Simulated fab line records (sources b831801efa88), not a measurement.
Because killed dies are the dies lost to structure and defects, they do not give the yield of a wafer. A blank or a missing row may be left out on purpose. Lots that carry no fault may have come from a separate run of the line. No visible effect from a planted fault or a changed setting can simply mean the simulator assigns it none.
Chamber matching | flow sky130 | SKY_VIA2_CMP_24 on cmp-02 has 4 sister chambers
The step polishes, stops on SiO2, t overpolish 20 s, target thk 0 nm. 8 wafers are shown with their chamber, then 9 later ones without.

## EACH WAFER AND ITS CHAMBER
wafer  | chamber | motor current A (A) | time to endpoint s (s)
L570.6 | 0       | 11.9                | 97
L572.1 | 3       | 12.3                | 94
L575.2 | 2       | 11.9                | 101
L575.3 | 3       | 12.1                | 101
L576.3 | 2       | 11.8                | 100
L578.1 | 1       | 10.0                | 112
L578.5 | 1       | 9.9                 | 102
L578.6 | 0       | 11.3                | 109

## WAFERS MISSING THEIR CHAMBER
wafer  | motor current A (A) | time to endpoint s (s)
L588.1 | 12.2                | 100
L588.3 | 11.3                | 103
L588.6 | 12.6                | 102
L592.2 | 11.1                | 101
L592.4 | 9.7                 | 107
L592.6 | 11.7                | 109
L591.3 | 11.9                | 105
L591.5 | 12.3                | 104
L591.6 | 11.4                | 107

## WHICH CHAMBER EACH WENT THROUGH
wafer  | from the rows above          | in truth
L588.1 | can't be placed: 3 or 2      | 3
L588.3 | can't be placed: 0 or 2      | 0
L588.6 | can't be placed: 3 or 2      | 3
L592.2 | can't be placed: 0 or 2      | 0
L592.4 | 1                            | 1
L592.6 | can't be placed: 0 or 2 or 3 | 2
L591.3 | can't be placed: 2 or 0 or 3 | 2
L591.5 | can't be placed: 3 or 2 or 0 | 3
L591.6 | can't be placed: 0 or 2      | 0
1 of 9 placed correctly. Can't be placed from these rows: 8 (the true chamber is among the candidates in 8). 0 placed wrongly.
How it was worked out, from the rows above alone: a wafer's distance from a chamber is the root of the sum, over the readings, of the square of ((its reading less the chamber's mean) divided by the reading's scatter). The wafer belongs to the nearest chamber; if the next one is less than 2 further off, it can't be placed. For every chamber, the mean is computed from those of its wafers that are shown. The scatter: the root of (the sum of the squares of (reading less its chamber's mean) over the shown wafers, divided by (wafers less chambers)).
